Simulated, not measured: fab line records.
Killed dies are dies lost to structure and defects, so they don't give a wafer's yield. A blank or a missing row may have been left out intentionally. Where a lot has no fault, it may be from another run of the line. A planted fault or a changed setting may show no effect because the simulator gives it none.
A lot that was struck, set against a sound lot	flow sfqLine	14 steps out of a route of 325
Sound: wafers L256.1, L256.2, L256.5. Wafers struck: L261.2, L261.4, L261.5. At the end, the cause is stated.
Order at every step that has rows: each side's tool, ch and its chambers, its first start. Under that, the readings that differ: sound wafers	struck wafers	difference of the means	sigmas: that difference in standard deviations of wafers without a fault.
alike: same words and numbers on both sides, and readings whose means sit less than 2 such deviations apart. not compared: any withheld reading, any reading some wafer has no value for, any bound like >300 that may hide the same value, and any number with overlapping values for which the record gives no deviation.
Wherever a step has rows on one side only, a row that says differs or no value, or a row with sigmas, the two part there. Numbers that have no deviation but don't overlap get no sigmas and don't part them. A reading that every wafer of one side lacks parts them only if that side has two wafers or more.

SFQ_TRILAYER_M6_ETCH_METAL_ETCH_162: etches Nb in Cl2/Ar, stops on SiO2, target depth 240 nm, time 120 s.
  sound on rieMetal-02 ch 0,1, day 60 17:38; struck on rieMetal-04 ch 0,1, day 60 22:26
reading	sound	struck	difference	sigmas
drypumpMotorCurrentA (A)	6.3 6.2 6.4	5.8 5.3 5.2	-0.9	-2
  alike: oesProductAu
  not compared: rfHoursCounterH
SFQ_TRILAYER_M6_STRIP_STRIP_163: strips in O2.
  sound on rieMetal-02 ch 0,1, day 60 17:46; struck on rieMetal-04 ch 0,1, day 60 22:34
reading	sound	struck	difference	sigmas
drypumpMotorCurrentA (A)	6.4 6.3 6.4	5.9 5.3 5.3	-0.9	-2
  alike: oesProductAu
  not compared: rfHoursCounterH
then, 1 step without rows for these wafers: SFQ_TRILAYER_M6_STRIP_SOLV_CLEAN_164 (cleans in NMP, time 600 s).
SFQ_TRILAYER_I6_DEP_PECVD_165: deposits SiO2 from SiH4/N2O, time 111.11 s, target thk 500 nm.
  sound on pecvd-04 ch 0,1, day 60 18:32; struck on pecvd-02 ch 0,2, day 60 23:20
  alike: heaterPowerW, showerheadVppV, throttleValvePct
  not compared: sinceWetCleanH
SFQ_TRILAYER_I6_CMP_CMP_166: polishes SiO2.
  sound on cmp-01 ch 0,2,3, day 60 23:50; struck on cmp-01 ch 0,2,3, day 61 05:20
  alike: motorCurrentA, timeToEndpointS
SFQ_I6_BOW_MEAS_941:
  sound on filmMetro-01 at day 61 01:50; struck on filmMetro-03 at day 61 07:52
  alike: I6_BOW
SFQ_TRILAYER_I6_METRO_MEASURE_167:
  sound on filmMetro-01 at day 61 01:58; struck on filmMetro-03 at day 61 08:10
  alike: thkNm
then, 5 steps without rows for these wafers: SFQ_TRILAYER_I6_VIA_LITHO_COAT_174 (resist thk 62 nm); SFQ_TRILAYER_I6_VIA_LITHO_COAT_169 (resist thk 650 nm); SFQ_TRILAYER_I6_VIA_LITHO_SOFTBAKE_173; SFQ_TRILAYER_I6_VIA_LITHO_EXPOSE_170 (exposes mask I6, target cd 700 nm); SFQ_TRILAYER_I6_VIA_LITHO_PEB_172 (peb time 60 s).
-- the record jumps here: 5 days lie between the struck wafers' starts before and after --
SFQ_TRILAYER_I6_VIA_LITHO_DEVELOP_171: time 60 s.
  struck on lithoTrack-02, day 66 05:29; sound on lithoTrack-01 ch 0, day 65 22:08
  no value came back on the struck wafers for chillPlateTempC (C), exhaustPa (Pa); on the sound wafers chillPlateTempC (C) reads 23.05 22.86 23.00
reading	sound	struck	difference	sigmas
model.KrF_of_TRILAYER_I6_VIA_LITHO_COAT_169.thkNm (nm)	623.8 624.6 624.2	650 651.6 649.9	+26	
SFQ_I6_OVL_MEAS_942:
  sound on overlay-01 at day 65 22:17; struck on overlay-01 at day 66 05:37
reading	sound	struck	difference	sigmas
I6_OVL (nm)	5 5 8	- - -	no value on the struck wafers	

WHERE THEY PART
At SFQ_TRILAYER_M6_ETCH_METAL_ETCH_162 first; at SFQ_I6_OVL_MEAS_942 last (within this record only).

WHY: what the simulator had put in
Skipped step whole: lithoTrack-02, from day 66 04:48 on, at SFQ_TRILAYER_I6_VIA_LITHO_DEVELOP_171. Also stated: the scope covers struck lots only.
